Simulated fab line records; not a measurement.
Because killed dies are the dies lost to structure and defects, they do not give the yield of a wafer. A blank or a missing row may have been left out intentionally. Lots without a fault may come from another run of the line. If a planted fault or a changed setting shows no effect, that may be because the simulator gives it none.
Chamber matching    flow gf180mcu    GF_V5_ETCH_16 on rie_diel-04: 4 sister chambers
The step etches BARC in N2/H2. 4 wafers are shown with their chamber, then 7 later ones without.

== EACH WAFER AND ITS CHAMBER ==
wafer   chamber  h2_flow_sccm (sccm)
L115.5  2        201.1
L117.2  0        199.4
L125.2  3        200.7
L125.5  1        199.1

== WAFERS WITHOUT THEIR CHAMBER ==
wafer   h2_flow_sccm (sccm)
L125.6  200.1
L129.1  199.6
L129.4  200.2
L129.5  200.0
L130.1  199.9
L130.4  200.1
L130.6  200.6

== EACH ONE'S CHAMBER ==
wafer   from the rows above                in truth
L125.6  can't be placed: 3 or 0 or 1 or 2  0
L129.1  can't be placed: 0 or 1 or 3       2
L129.4  can't be placed: 3 or 0 or 2 or 1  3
L129.5  can't be placed: 0 or 3 or 1 or 2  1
L130.1  can't be placed: 0 or 3 or 1 or 2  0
L130.4  can't be placed: 3 or 0 or 1 or 2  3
L130.6  can't be placed: 3 or 2            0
Correct placement for 0 of the 7. Cannot be placed on the basis of these rows: 7; the candidates contain the true chamber in 5. Number placed wrongly: 0.
How it was worked out, from the rows above alone: a wafer's distance from a chamber is the root of the sum, over the readings, of the square of ((its reading less the chamber's mean) divided by the reading's scatter). If the next closest chamber is less than 2 further off than the closest, the wafer can't be placed; otherwise it belongs to the closest. A chamber's mean is the mean of its shown wafers. The scatter: with one shown wafer a chamber, the root of the mean of the squares of how far each hidden wafer lies from its nearest shown one.
